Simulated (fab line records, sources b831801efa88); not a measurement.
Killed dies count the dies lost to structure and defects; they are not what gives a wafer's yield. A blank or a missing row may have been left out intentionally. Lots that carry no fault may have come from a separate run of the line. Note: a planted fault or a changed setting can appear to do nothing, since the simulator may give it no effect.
Chamber matching / flow gf180mcu / hdpcvd-02 running GF_V3_CVD_00: 3 sister chambers
The step deposits SiO2, target thk 600 nm, time 100 s. 17 wafers are shown with their chamber, then 8 later ones without.

WAFERS WITH THEIR CHAMBER
wafer=L336.2; chamber=2; sih4-flow-sccm (sccm)=59.91
wafer=L336.3; chamber=0; sih4-flow-sccm (sccm)=59.96
wafer=L336.6; chamber=0; sih4-flow-sccm (sccm)=59.84
wafer=L337.2; chamber=1; sih4-flow-sccm (sccm)=60.33
wafer=L337.4; chamber=0; sih4-flow-sccm (sccm)=59.79
wafer=L337.6; chamber=1; sih4-flow-sccm (sccm)=60.10
wafer=L338.1; chamber=0; sih4-flow-sccm (sccm)=59.92
wafer=L338.2; chamber=1; sih4-flow-sccm (sccm)=59.97
wafer=L338.5; chamber=0; sih4-flow-sccm (sccm)=60.06
wafer=L339.1; chamber=1; sih4-flow-sccm (sccm)=59.95
wafer=L339.3; chamber=0; sih4-flow-sccm (sccm)=59.72
wafer=L339.4; chamber=1; sih4-flow-sccm (sccm)=59.84
wafer=L340.3; chamber=0; sih4-flow-sccm (sccm)=60.16
wafer=L340.4; chamber=0; sih4-flow-sccm (sccm)=60.02
wafer=L340.5; chamber=1; sih4-flow-sccm (sccm)=59.98
wafer=L341.2; chamber=1; sih4-flow-sccm (sccm)=60.10
wafer=L341.5; chamber=2; sih4-flow-sccm (sccm)=59.94

SIGNATURES, as means of the wafers listed above
reading=sih4-flow-sccm; chamber 0=59.9338; chamber 1=60.0386; chamber 2=59.9250; scatter within a chamber=0.146
Rule: for a wafer and a chamber, the distance is found by dividing, reading by reading, the gap between the wafer's reading and the chamber's mean by the reading's scatter, squaring, summing and taking the root. If the next closest chamber is less than 2 further off than the closest, the wafer can't be placed; otherwise it belongs to the closest. The scatter: the root of (the sum of the squares of (reading less its chamber's mean) over the shown wafers, divided by (wafers less chambers)).

WAFERS WHOSE CHAMBER IS MISSING
wafer=L341.6; sih4-flow-sccm (sccm)=60.04
wafer=L344.1; sih4-flow-sccm (sccm)=60.36
wafer=L344.2; sih4-flow-sccm (sccm)=59.86
wafer=L344.4; sih4-flow-sccm (sccm)=59.93
wafer=L349.3; sih4-flow-sccm (sccm)=60.22
wafer=L349.5; sih4-flow-sccm (sccm)=59.78
wafer=L350.1; sih4-flow-sccm (sccm)=60.19
wafer=L350.3; sih4-flow-sccm (sccm)=60.02

EACH ONE'S CHAMBER
wafer=L341.6; from the rows above=can't be placed: 1 or 0 or 2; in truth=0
wafer=L344.1; from the rows above=can't be placed: 1 or 0 or 2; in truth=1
wafer=L344.2; from the rows above=can't be placed: 2 or 0 or 1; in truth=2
wafer=L344.4; from the rows above=can't be placed: 0 or 2 or 1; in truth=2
wafer=L349.3; from the rows above=can't be placed: 1 or 0 or 2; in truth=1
wafer=L349.5; from the rows above=can't be placed: 2 or 0 or 1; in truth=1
wafer=L350.1; from the rows above=can't be placed: 1 or 0 or 2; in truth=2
wafer=L350.3; from the rows above=can't be placed: 1 or 0 or 2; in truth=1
Correct placement for 0 of the 8. Cannot be placed on the basis of these rows: 8; the candidates contain the true chamber in 8. Wrongly placed: 0.
